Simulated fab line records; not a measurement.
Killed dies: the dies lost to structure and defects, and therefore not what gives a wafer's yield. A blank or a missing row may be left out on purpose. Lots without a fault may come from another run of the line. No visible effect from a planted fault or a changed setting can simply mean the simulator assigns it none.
fab line records ; flow sky130
[record] lots = 6; wafers = 18; last-day = 50
route steps=708 shown SONOS_TUNNEL@156 SONOS_ONO@168 PAD_OPEN@708
lots untouched by any fault: they come from a run of this same line in which no faults occurred
start-h: the number of hours between the record's first day and the start of the first shown wafer of the lot ; wait-h: hours since the lot's step before ; " as in the row above ; L1.1+2: one row covering several wafers at once ; - no value present, or no start provided ; * or withheld: withheld ; < > ~ a bound
route shown NAME@n: names a module that has steps shown in the file, with the first one's number in the route ; usual: mean/standard deviation of fault-free wafers ; same: alike in all rows ; chamber/n: place in a boat ; sites: per-site readings ; _std_site: how widely they spread, as a standard deviation ; _edge_site: outer sites' mean less inner sites' ; radius-mm: for every site, how far away it sits from the centre of the wafer ; mask NAME#n: copy n ; behind: tool/chamber where the wafer was last shaped ; hold: why the lot was held/for how many hours/how that ended ; device: transistor that didn't switch, given as n, p or np ; end of line: tests of these same wafers at the route's end ; where a step has no rows: the recipe by itself ; killed: count of dies lost to structure and defects at first sort (not the wafer's yield) ; map: a wafer's dies, marking killed ones x, the rest . and places with no die _
set.NAME: setting as actually run; set.NAME@STEP: the setting as run at that earlier step ; model.NAME: the simulator's own value behind a step, which no gauge read
certain route steps with their lots: each step a table, each wafer a row
services: the hour from which a tool's chamber was out of use, counted from the record's first day as start-h (under 0 if before that day), plus the number of hours and why
[[steps]]
[step SKY_SONOS_TUNNEL_COAT_02]
[recipe] resist = NOVOLAK; spin-rpm = 3000; resist-thk-nm = 1140
[step SKY_SONOS_TUNNEL_SOFTBAKE_03]
[recipe] temp-c = 90; time-s = 60; resist = NOVOLAK
[step SKY_SONOS_TUNNEL_EXPOSE_04]
[recipe] mask-id = TUNM; na = 0.6; source-shape = conventional; sigma-outer = 0.6; polarization = unpolarized; target-cd-nm = 410; dose-mj = 136
[step SKY_SONOS_TUNNEL_PEB_05]
[recipe] temp-c = withheld; time-s = *; resist = NOVOLAK
[step SKY_SONOS_TUNNEL_DEVELOP_06]
[recipe] resist = NOVOLAK; developer = TMAH; develop-time-s = 60; dev-temp-c = 23
[step SKY_SONOS_TUNNEL_CD_MEAS_07]
[recipe] target-cd-nm = 410
[usual] cd-nm = 410.2/2.4
lot.wafer;tool;chamber;start-h;wait-h;cd-nm
L203.2;cd-sem-01;-;247.12;0.1;410.7
L203.3;cd-sem-01;-;247.12;0.1;410.6
L203.4;cd-sem-01;-;247.12;0.1;409.5
L204.1;cd-sem-02;-;257.07;0.1;412.6
L204.4;cd-sem-02;-;257.07;0.1;412.1
L204.5;cd-sem-02;-;257.07;0.1;411.3
L209.1;cd-sem-01;-;294.90;0.1;410.2
L209.4;cd-sem-01;-;294.90;0.1;410.5
L209.5;cd-sem-01;-;294.90;0.1;410.2
L210.1;cd-sem-01;-;303.27;0.1;407.6
L210.2;cd-sem-01;-;303.27;0.1;406.8
L210.5;cd-sem-01;-;303.27;0.1;406.3
L221.1;cd-sem-02;-;396.10;0.1;411.5
L221.2;cd-sem-02;-;396.10;0.1;411.2
L221.3;cd-sem-02;-;396.10;0.1;413.7
L224.1;cd-sem-01;-;418.90;0.1;410.8
L224.2;cd-sem-01;-;418.90;0.1;408.1
L224.5;cd-sem-01;-;418.90;0.1;411.2
[step SKY_SONOS_TUNNEL_OVL_MEAS_08]
[usual] SONOS_TUNNEL_OVL = 0.0/1.2
lot.wafer;tool;chamber;start-h;wait-h;SONOS_TUNNEL_OVL[nm]
L203.2;overlay-01;-;247.23;0.1;-0.1
L203.3;overlay-01;-;247.23;0.1;0.7
L203.4;overlay-01;-;247.23;0.1;-0.8
L204.1;overlay-01;-;257.19;0.1;-0.4
L204.4;overlay-01;-;257.19;0.1;-2.9
L204.5;overlay-01;-;257.19;0.1;-1.0
L209.1;overlay-02;-;295.02;0.1;-0.6
L209.4;overlay-02;-;295.02;0.1;0.8
L209.5;overlay-02;-;295.02;0.1;0.9
L210.1;overlay-01;-;303.39;0.1;-2.0
L210.2;overlay-01;-;303.39;0.1;0.3
L210.5;overlay-01;-;303.39;0.1;-1.5
L221.1;overlay-02;-;396.22;0.1;0.8
L221.2;overlay-02;-;396.22;0.1;0.4
L221.3;overlay-02;-;396.22;0.1;0.7
L224.1;overlay-02;-;419.02;0.1;2.4
L224.2;overlay-02;-;419.02;0.1;1.5
L224.5;overlay-02;-;419.02;0.1;1.1
[step SKY_SONOS_TUNNEL_IMPLANT_09]
[recipe] species = B; energy-kev = 20; dose-cm2 = 1e+12; tilt-deg = withheld
[step SKY_SONOS_TUNNEL_WET_ETCH_10]
[recipe] chemistry = dHF; target-depth-nm = 14; target = SiO2; dilution = 100:1; temp-c = 25; time-s = 280
[step SKY_SONOS_TUNNEL_STRIP_11]
[recipe] chemistry = SPM; time-s = 600; temp-c = 130
[step SKY_SONOS_TUNNEL_TW_MEAS_12]
[usual] SONOS_TUNNEL_TW = 199.2/1.7
lot.wafer;tool;chamber;start-h;wait-h;SONOS_TUNNEL_TW
L203.2;film-metro-01;-;247.68;0.0;197.0
L203.3;film-metro-01;-;247.68;0.0;197.2
L203.4;film-metro-01;-;247.68;0.0;196.6
L204.1;film-metro-02;-;257.64;0.0;197.5
L204.4;film-metro-02;-;257.64;0.0;198.0
L204.5;film-metro-02;-;257.64;0.0;198.2
L209.1;film-metro-03;-;295.50;0.0;201.5
L209.4;film-metro-03;-;295.50;0.0;201.1
L209.5;film-metro-03;-;295.50;0.0;201.5
L210.1;film-metro-01;-;303.96;0.0;198.0
L210.2;film-metro-01;-;303.96;0.0;198.0
L210.5;film-metro-01;-;303.96;0.0;197.4
L221.1;film-metro-03;-;396.68;0.0;200.9
L221.2;film-metro-03;-;396.68;0.0;199.7
L221.3;film-metro-03;-;396.68;0.0;200.1
L224.1;film-metro-01;-;419.57;0.0;198.7
L224.2;film-metro-01;-;419.57;0.0;199.4
L224.5;film-metro-01;-;419.57;0.0;199.7
[step SKY_SONOS_TUNNEL_CLEAN_13]
[recipe] chemistry = dHF; time-s = 20; dilution = 100:1; dry = ipa-marangoni
[step SKY_SONOS_ONO_OXIDATION_00]
[recipe] temp-c = 800; ambient = O2; idle-temp-c = 700; ramp-up-c-per-min = 10; ramp-down-c-per-min = 3; stabilise-s = 600; purge-s = 300; target-thk-a = 26; ox-time-s = 1249
[usual] ox-time-s = 1249/0; ramp-up-c-per-min = 9.9997/0.0017; spike-tc-lower-C = 800.7/1.2
lot.wafer;tool;chamber;start-h;wait-h;ox-time-s;ramp-up-c-per-min;spike-tc-lower-C;model.SiO2_of_SONOS_ONO_OXIDATION_00.thk-nm
L203.2;furnace-01;0;248.23;0.5;1249;9.9982;800.7;2.661
L203.3;furnace-01;0;248.23;0.5;1249;9.9992;800.3;2.632
L203.4;furnace-01;0;248.23;0.5;1249;9.9994;800.1;2.631
L204.1;furnace-02;0;259.80;2.1;1249;9.9983;801.4;2.51
L204.4;furnace-02;0;259.80;2.1;1249;9.9971;802.1;2.577
L204.5;furnace-02;0;259.80;2.1;1249;10.001;801.3;2.569
L209.1;furnace-02;0;300.77;5.2;1498.8;10.001;799.9;2.921
L209.4;furnace-02;0;300.77;5.2;1498.8;9.9979;800.6;2.962
L209.5;furnace-02;0;300.77;5.2;1498.8;9.9997;801.6;2.921
L210.1;furnace-02;0;305.11;1.1;1498.8;10.002;801.7;2.911
L210.2;furnace-02;0;305.11;1.1;1498.8;10.002;801.7;2.934
L210.5;furnace-02;0;305.11;1.1;1498.8;9.9985;802.0;2.959
L221.1;furnace-01;0;397.89;1.1;1249;9.9983;799.7;2.579
L221.2;furnace-01;0;397.89;1.1;1249;9.9972;798.2;2.606
L221.3;furnace-01;0;397.89;1.1;1249;9.9994;798.9;2.606
L224.1;furnace-02;0;419.64;0.0;1249;9.9982;801.3;2.54
L224.2;furnace-02;0;419.64;0.0;1249;9.9981;801.5;2.533
L224.5;furnace-02;0;419.64;0.0;1249;9.9984;802.3;2.544
[step SKY_SONOS_ONO_THK_MEAS_01]
[recipe] reads = SiO2_of_SONOS_ONO_OXIDATION_00
[usual] SONOS_ONO_OXIDATION_THK = 2.59/0.061
lot.wafer;tool;chamber;start-h;wait-h;SONOS_ONO_OXIDATION_THK[nm]
L203.2;film-metro-03;-;249.58;0.0;2.63
L203.3;film-metro-03;-;249.58;0.0;2.58
L203.4;film-metro-03;-;249.58;0.0;2.65
L204.1;film-metro-04;-;261.15;0.0;2.50
L204.4;film-metro-04;-;261.15;0.0;2.60
L204.5;film-metro-04;-;261.15;0.0;2.58
L209.1;film-metro-04;-;302.11;0.0;2.91
L209.4;film-metro-04;-;302.11;0.0;2.98
L209.5;film-metro-04;-;302.11;0.0;2.96
L210.1;film-metro-02;-;306.46;0.0;2.90
L210.2;film-metro-02;-;306.46;0.0;2.96
L210.5;film-metro-02;-;306.46;0.0;2.96
L221.1;film-metro-02;-;399.24;0.0;2.60
L221.2;film-metro-02;-;399.24;0.0;2.58
L221.3;film-metro-02;-;399.24;0.0;2.65
L224.1;film-metro-03;-;420.99;0.0;2.57
L224.2;film-metro-03;-;420.99;0.0;2.55
L224.5;film-metro-03;-;420.99;0.0;2.53
[step SKY_SONOS_ONO_CVD_02]
[recipe] material = Si3N4; precursor = DCS/NH3; target-thk-nm = 10.5; temp-c = 770; time-s = 180; pressure-mtorr = 250
[step SKY_PAD_OPEN_PROBE_99]
[usual] killed_at_M0_to_M3 = 44/6.4; killed_at_M4_up = 3.0/1.8; killed-at-contacts = 24/5; killed-at-front-end = 16/4.3; killed-at-other = 0.4/0.76; killed-dies = 88/8.6; killed-open = 47/7.2; killed-short = 40/5.5
[same] gross-dies = 492; killed-at-back-side = 0
lot.wafer;tool;chamber;start-h;wait-h;killed_at_M0_to_M3;killed_at_M4_up;killed-at-contacts;killed-at-front-end;killed-at-other;killed-dies;killed-open;killed-short;model.etest.sonos-erased.drive-ua-um;model.etest.cap-ono.gate-log10-a-cm2;model.etest.cap-ono.tox-acc-nm;model.etest.sonos-erased.vt-v;model.etest.sonos-baked.vt-less-v;model.etest.sonos-programmed.vt-v
L203.2;prober-01;-;1072.37;0.1;35;5;28;11;0;79;44;35;199.3;-7.752;12.72;-2.327;-0.5292;1.511
L203.3;prober-01;-;1072.42;0.2;38;3;25;18;0;84;50;34;176;-7.817;12.8;-2.29;-0.4715;1.482
L203.4;prober-01;-;1072.47;0.2;45;2;29;17;0;93;49;44;187.8;-7.827;12.83;-2.301;-0.4568;1.469
L204.1;prober-02;-;1077.92;0.1;37;6;15;20;3;81;40;39;206.6;-7.67;12.72;-2.391;-0.5852;1.518
L204.4;prober-02;-;1078.07;0.2;33;2;27;12;0;74;38;36;207.4;-7.635;12.61;-2.393;-0.6154;1.624
L204.5;prober-02;-;1078.12;0.2;53;2;26;20;1;102;56;45;167.2;-7.79;12.78;-2.312;-0.4747;1.474
L209.1;prober-01;-;1117.60;0.1;33;4;24;25;0;86;51;35;140.9;-8.058;12.97;-2.011;-0.4726;1.505
L209.4;prober-01;-;1117.75;0.2;47;5;39;15;0;106;63;43;135.3;-8.294;13.17;-1.906;-0.4296;1.407
L209.5;prober-01;-;1117.80;0.2;40;4;27;15;0;86;37;49;185.6;-8.093;13.01;-2.076;-0.3916;1.466
L210.1;prober-02;-;1119.43;0.1;44;7;20;16;1;88;41;46;176.3;-8.001;12.98;-2.092;-0.415;1.497
L210.2;prober-02;-;1119.48;0.1;51;5;25;16;0;97;52;45;177.7;-8.068;12.93;-2.075;-0.3932;1.469
L210.5;prober-02;-;1119.63;0.2;33;3;19;23;1;79;42;37;151;-8.288;13.17;-1.932;-0.4323;1.399
L221.1;prober-02;-;1180.17;0.1;38;1;27;23;0;89;49;40;182.5;-8.045;12.93;-2.261;-0.5351;1.428
L221.2;prober-02;-;1180.22;0.1;54;3;33;19;1;110;63;47;204.7;-8.094;12.97;-2.255;-0.4819;1.392
L221.3;prober-02;-;1180.27;0.2;43;2;21;21;0;87;44;43;185.5;-8.04;13;-2.229;-0.4812;1.405
L224.1;prober-02;-;1190.37;0.1;37;3;29;19;0;88;44;43;194.1;-7.806;12.79;-2.328;-0.5034;1.512
L224.2;prober-02;-;1190.42;0.1;45;5;26;13;1;90;50;40;198.1;-7.915;12.88;-2.317;-0.5276;1.5
L224.5;prober-02;-;1190.57;0.2;45;6;30;14;0;95;50;44;193.4;-7.952;12.93;-2.292;-0.5418;1.458
// killed by level:class
L203.2 VIA1:geometric-particle:open=10 CONTACT:geometric-particle:open=10 LI_CONTACT:geometric-particle:open=7 CONTACT:geometric-particle:short=5 METAL1:geometric-particle:short=5 FIELD_ISO:geometric-particle:open=3 METAL2:geometric-particle:short=3 VIA1:geometric-particle:short=3
L203.3 CONTACT:geometric-particle:open=11 VIA1:geometric-particle:open=10 POLY_GATE:geometric-particle:open=6 LI_CONTACT:geometric-particle:open=6 VIA3:geometric-particle:open=4 VIA2:geometric-particle:open=4 METAL1:geometric-particle:short=4 VIA1:geometric-particle:short=4
L203.4 CONTACT:geometric-particle:short=12 VIA1:geometric-particle:open=10 VIA2:geometric-particle:open=9 CONTACT:geometric-particle:open=8 METAL3:geometric-particle:short=8 METAL2:geometric-particle:short=5 FIELD_ISO:geometric-particle:short=4 FIELD_ISO:geometric-particle:open=4
L204.1 VIA1:geometric-particle:open=8 CONTACT:geometric-particle:open=7 METAL2:geometric-particle:short=7 FIELD_ISO:geometric-particle:open=5 METAL1:geometric-particle:short=5 VIA3:geometric-particle:open=4 VIA2:geometric-particle:open=4 METAL4:geometric-particle:short=4
L204.4 CONTACT:geometric-particle:open=12 VIA1:geometric-particle:open=9 CONTACT:geometric-particle:short=7 FIELD_ISO:geometric-particle:short=5 METAL1:geometric-particle:short=5 VIA2:geometric-particle:open=5 LOCAL_INTERCONNECT:geometric-particle:short=4 VIA2:geometric-particle:short=4
L204.5 VIA2:geometric-particle:open=10 VIA3:geometric-particle:open=10 FIELD_ISO:geometric-particle:open=9 LI_CONTACT:geometric-particle:open=9 CONTACT:geometric-particle:open=6 VIA1:geometric-particle:open=6 METAL3:geometric-particle:short=5 POLY_GATE:geometric-particle:short=5
L209.1 FIELD_ISO:geometric-particle:short=10 CONTACT:geometric-particle:open=10 VIA3:geometric-particle:open=10 FIELD_ISO:geometric-particle:open=8 VIA1:geometric-particle:open=7 LOCAL_INTERCONNECT:geometric-particle:short=5 LI_CONTACT:geometric-particle:open=4 CONTACT:geometric-particle:short=4
L209.4 CONTACT:geometric-particle:open=18 VIA3:geometric-particle:open=10 CONTACT:geometric-particle:short=7 VIA2:geometric-particle:open=7 VIA1:geometric-particle:open=7 VIA1:geometric-particle:short=5 LI_CONTACT:geometric-particle:open=5 FIELD_ISO:geometric-particle:short=4
L209.5 VIA1:geometric-particle:open=8 CONTACT:geometric-particle:short=7 CONTACT:geometric-particle:open=7 VIA1:geometric-particle:short=6 VIA2:geometric-particle:open=6 FIELD_ISO:geometric-particle:short=5 LI_CONTACT:geometric-particle:short=5 METAL1:geometric-particle:short=5
L210.1 VIA2:geometric-particle:open=9 LI_CONTACT:geometric-particle:open=7 VIA1:geometric-particle:open=7 VIA1:geometric-particle:short=6 METAL4:geometric-particle:short=6 METAL1:geometric-particle:short=6 CONTACT:geometric-particle:open=6 FIELD_ISO:geometric-particle:short=5
L210.2 CONTACT:geometric-particle:open=12 VIA1:geometric-particle:open=8 VIA2:geometric-particle:open=8 METAL3:geometric-particle:short=7 METAL2:geometric-particle:short=7 VIA2:geometric-particle:short=7 LI_CONTACT:geometric-particle:open=6 VIA3:geometric-particle:open=4
L210.5 CONTACT:geometric-particle:open=11 POLY_GATE:geometric-particle:open=6 VIA3:geometric-particle:open=6 FIELD_ISO:geometric-particle:short=5 VIA1:geometric-particle:open=5 FIELD_ISO:geometric-particle:open=4 METAL3:geometric-particle:short=4 VIA3:geometric-particle:short=4
L221.1 VIA1:geometric-particle:open=10 VIA3:geometric-particle:open=10 FIELD_ISO:geometric-particle:open=8 LOCAL_INTERCONNECT:geometric-particle:short=7 CONTACT:geometric-particle:short=6 CONTACT:geometric-particle:open=6 LI_CONTACT:geometric-particle:open=5 VIA3:geometric-particle:short=5
L221.2 LI_CONTACT:geometric-particle:open=16 VIA1:geometric-particle:open=15 POLY_GATE:geometric-particle:short=8 CONTACT:geometric-particle:open=8 METAL2:geometric-particle:short=8 VIA1:geometric-particle:short=7 VIA2:geometric-particle:open=7 METAL1:geometric-particle:short=6
L221.3 VIA3:geometric-particle:open=8 VIA1:geometric-particle:open=8 VIA2:geometric-particle:short=8 LI_CONTACT:geometric-particle:open=7 LOCAL_INTERCONNECT:geometric-particle:short=7 FIELD_ISO:geometric-particle:short=6 FIELD_ISO:geometric-particle:open=5 POLY_GATE:geometric-particle:open=4
L224.1 CONTACT:geometric-particle:open=12 VIA1:geometric-particle:open=9 VIA3:geometric-particle:open=7 FIELD_ISO:geometric-particle:short=6 CONTACT:geometric-particle:short=6 VIA2:geometric-particle:open=6 POLY_GATE:geometric-particle:open=5 LOCAL_INTERCONNECT:geometric-particle:short=5
L224.2 VIA2:geometric-particle:open=9 CONTACT:geometric-particle:open=8 CONTACT:geometric-particle:short=7 VIA3:geometric-particle:open=7 LI_CONTACT:geometric-particle:open=6 VIA1:geometric-particle:open=5 METAL2:geometric-particle:short=5 METAL3:geometric-particle:short=5
L224.5 CONTACT:geometric-particle:open=12 VIA1:geometric-particle:open=12 LI_CONTACT:geometric-particle:open=7 VIA2:geometric-particle:open=7 FIELD_ISO:geometric-particle:short=5 CONTACT:geometric-particle:short=5 VIA1:geometric-particle:short=5 POLY_GATE:geometric-particle:short=4
[[services]]
tool;chamber;start-h;hours;kind
furnace-01;-;270.05;8.4;pm
furnace-02;-;278.75;4.1;pm
furnace-01;-;289.75;4.9;pm
furnace-01;-;294.66;2.9;pm
furnace-01;-;321.66;5.4;repair
furnace-02;-;326.64;3.8;repair
[[key]]
[first-sign] step = SKY_SONOS_ONO_OXIDATION_00; reading = ox-time-s; direction = up; sigmas = 99+; usual = *; struck = *
[effect] step = SKY_SONOS_ONO_THK_MEAS_01; reading = SONOS_ONO_OXIDATION_THK; direction = up; sigmas = 5.8; usual = 2.59; struck = 2.95
[model-effect] step = SKY_SONOS_ONO_OXIDATION_00; value = SiO2_of_SONOS_ONO_OXIDATION_00.thk-nm; without = 2.554; struck = 2.935
[model-effect] step = SKY_PAD_OPEN_PROBE_99; value = etest.sonos-erased.drive-ua-um; without = 197.9; struck = 161.1
met-at SKY_SONOS_ONO_OXIDATION_00
struck-wafers L209.1,L209.4,L209.5,L210.1,L210.2,L210.5
tester-left-out L209,L210
onset-between 259.80 300.77
[fault] kind = process-parameter-drift; tool = furnace-02; chamber = -; onset-h = 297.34; steps = SKY_SONOS_ONO_OXIDATION_00; channel = ox-time-s; offset = *; shape = step; end-h = 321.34; acts-in = *; stated = *
// tester-left-out: of these lots the tester's yield and bins aren't shown, on N5 and GAA mostly nor the transistor test; their killed dies are dies lost to structure and defects alone, not to doping, threshold or leakage, so they don't give the yield
